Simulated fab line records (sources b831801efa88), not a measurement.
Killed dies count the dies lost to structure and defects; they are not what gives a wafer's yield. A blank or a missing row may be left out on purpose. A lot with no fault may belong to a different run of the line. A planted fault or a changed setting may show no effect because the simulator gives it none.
Which tool is to blame?	flow gf180mcu	33 wafers from 11 lots sampled at 4 of the route's 602 steps

WHAT EACH GAUGE READ, for each wafer
GF_CONTACT_BOW_MEAS_05. Usual: CONTACT_BOW gives 65 um (standard deviation 7.4).
lot	measured	on	CONTACT_BOW (um)	flag
L148	day 15 07:38	film-metro-03	72 59 60	
L151	day 16 11:28	film-metro-03	68 60 71	
L154	day 17 16:22	film-metro-04	78 68 73	
L156	day 18 03:38	film-metro-03	73 68 59	
L157	day 18 15:10	film-metro-03	68 69 67	
L158	day 19 01:23	film-metro-01	54 57 63	
L161	day 20 00:01	film-metro-01	63 66 61	
L165	day 21 06:56	film-metro-03	63 52 83	
L167	day 22 01:33	film-metro-01	69 61 60	
L170	day 23 04:25	film-metro-03	87 67 73	
L171	day 23 04:59	film-metro-03	63 53 59	

GF_V1_BOW_MEAS_05. Usual: V1_BOW gives 80 um (standard deviation 8.1).
lot	measured	on	V1_BOW (um)	flag
L148	day 17 06:47	film-metro-01	84 72 72	
L151	day 18 12:44	film-metro-01	86 77 87	
L154	day 19 18:32	film-metro-01	95 86 89	
L156	day 20 06:55	film-metro-02	88 82 73	
L157	day 20 18:32	film-metro-02	84 86 83	
L158	day 21 04:12	film-metro-03	69 73 77	
L161	day 22 03:49	film-metro-02	77 81 76	
L165	day 23 09:04	film-metro-01	79 66 98	
L167	day 24 02:38	film-metro-02	86 78 77 - - -	
L170	day 25 03:20	film-metro-02	96 75 81 - - -	
L171	day 25 03:31	film-metro-01	73 63 68	

WHAT TOOL EACH LOT RAN ON (gives the tool, then ch and the chambers of the sampled wafers, and finally the start)
lot	GF_M1_SPUTTER_02	GF_V1_CMP_04
L148	pvd-sputter-01, day 16 07:09	cmp-02 ch 0,3, day 17 06:27
L151	pvd-sputter-02, day 17 12:31	cmp-01 ch 1,3, day 18 12:28
L154	pvd-sputter-03, day 18 17:01	cmp-01 ch 0,1,3, day 19 18:12
L156	pvd-sputter-03, day 19 05:09	cmp-01 ch 0,3, day 20 06:38
L157	pvd-sputter-02, day 19 16:50	cmp-02 ch 0,1,3, day 20 18:20
L158	pvd-sputter-01, day 20 02:43	cmp-01 ch 1,3, day 21 03:56
L161	pvd-sputter-03, day 21 02:07	cmp-02 ch 0,1,3, day 22 03:33
L165	pvd-sputter-03, day 22 08:12	cmp-01 ch 1,2,3, day 23 08:46
L167	pvd-sputter-03, day 23 02:27	cmp-01 ch 1,2,3, day 24 02:22
L170	pvd-sputter-01, day 24 04:16	cmp-01 ch 0,3, day 25 03:02
L171	pvd-sputter-03, day 24 04:37	cmp-02 ch 1,2,3, day 25 03:10
- GF_M1_SPUTTER_02: material AlCu, target thk 450 nm, time 23.9 s.
- GF_V1_CMP_04: polishes SiO2.

AS READ BY THE TOOLS THEMSELVES (means over the sampled wafers that have a number; for cases with no such wafer, the mark the record gives instead)
GF_M1_SPUTTER_02. Usual: 29.6 % for throttle-valve-pct, sd 0.78.
lot	tool	throttle-valve-pct (%)	flag
L148	pvd-sputter-01	30.3	
L151	pvd-sputter-02	29.1	
L154	pvd-sputter-03	29.2	
L156	pvd-sputter-03	29.3	
L157	pvd-sputter-02	30.0	
L158	pvd-sputter-01	30.1	
L161	pvd-sputter-03	29.1	
L165	pvd-sputter-03	29.1	
L167	pvd-sputter-03	29.0	
L170	pvd-sputter-01	29.4	
L171	pvd-sputter-03	29.2	

GF_V1_CMP_04. Usual: motor-current-A 11.7 A, standard deviation 1.3; slurry-filter-dp-kPa 13.49 kPa, standard deviation 0.13; time-to-endpoint-s 81 s, standard deviation 5.2.
lot	tool	motor-current-A (A)	slurry-filter-dp-kPa (kPa)	time-to-endpoint-s (s)	flag
L148	cmp-02	11.7	13.50	88	
L151	cmp-01	12.0	13.49	81	
L154	cmp-01	10.8	13.49	82	
L156	cmp-01	9.9	13.52	79	
L157	cmp-02	11.8	13.43	84	
L158	cmp-01	12.1	13.37	80	
L161	cmp-02	12.2	13.54	79	
L165	cmp-01	12.1	13.42	80	
L167	cmp-01	11.9	13.37	103	OFF
L170	cmp-01	10.0	13.45	97	OFF
L171	cmp-02	12.5	13.48	78	

THE ANSWER, worked out from the rows above alone
Rule: a lot is off if the mean of its wafers that have a number lies more than 3 standard deviations from the usual mean. Also off: a lot with no number at a reading for which 4 or more lots have one. Any other lot the step has rows for is counted as sound. The gauges are gone through in route order, then the tools' own readings, and for those a lot's mean is taken as printed above. The first step at which some lot is off is used, and at that step the reading that is off furthest; a lot without a number counts as furthest.
Off: L167, L170 (GF_V1_CMP_04, time-to-endpoint-s).
A tool fits if, at that step or a process step before it, it ran every lot that is off, and no sound lot after the first of them. One candidate fits, namely cmp-01 at GF_V1_CMP_04. A fault onset in the window from L165 (day 23 08:46, its last sound lot) to L167 (day 24 02:22, its first lot off) fits.
On the lots that are off, the tool's own readings at GF_V1_CMP_04 differ by more than 5 times the standard deviation of the sound lots' means, which bears it out; time-to-endpoint-s reads 100 s there versus 81 s on the sound lots.

WHAT THE SIMULATOR HAD PUT IN
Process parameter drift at GF_V1_CMP_04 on cmp-01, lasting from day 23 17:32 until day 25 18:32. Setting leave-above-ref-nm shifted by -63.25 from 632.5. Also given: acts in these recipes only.
Lots struck among those shown: L167, L170. The rule above found the same.
